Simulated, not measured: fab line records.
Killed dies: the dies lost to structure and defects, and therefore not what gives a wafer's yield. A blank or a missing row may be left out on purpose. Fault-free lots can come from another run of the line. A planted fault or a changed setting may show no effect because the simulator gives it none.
Chamber matching -- flow gf180mcu -- pecvd-03 running GF_V2_CVD_02: 3 sister chambers
The step deposits SiO2 from TEOS, target thk 850 nm, time 94.851 s. 6 wafers are shown with their chamber, then 7 later ones without.

== WAFERS PAIRED WITH THEIR CHAMBERS ==
wafer,chamber,heaterPowerW (W)
L194.5,1,572
L195.6,2,584
L197.3,1,558
L197.6,2,732
L198.3,0,819
L198.4,0,641

== WAFERS WITHOUT THEIR CHAMBER ==
wafer,heaterPowerW (W)
L198.6,730
L200.1,667
L200.2,817
L200.5,658
L208.2,555
L208.3,729
L208.5,807

== WHICH CHAMBER EACH ONE RAN IN ==
wafer,from the rows above,in truth
L198.6,can't be placed: 0 or 2 or 1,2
L200.1,can't be placed: 2 or 0 or 1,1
L200.2,can't be placed: 0 or 2 or 1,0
L200.5,can't be placed: 2 or 0 or 1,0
L208.2,can't be placed: 1 or 2 or 0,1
L208.3,can't be placed: 0 or 2 or 1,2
L208.5,can't be placed: 0 or 2 or 1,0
Correctly placed: 0 of 7. Not placeable from these rows: 7 (in 7, the candidates include the true chamber). Placed wrongly: 0.
How it was worked out, from the rows above alone: a wafer's distance from a chamber is the root of the sum, over the readings, of the square of ((its reading less the chamber's mean) divided by the reading's scatter). The wafer belongs to the nearest chamber; if the next one is less than 2 further off, it can't be placed. A chamber's mean is the mean of its shown wafers. How the scatter is found: for the shown wafers, subtract from each reading the mean of its chamber, square and add these, divide the total by (wafers less chambers), then take the root.
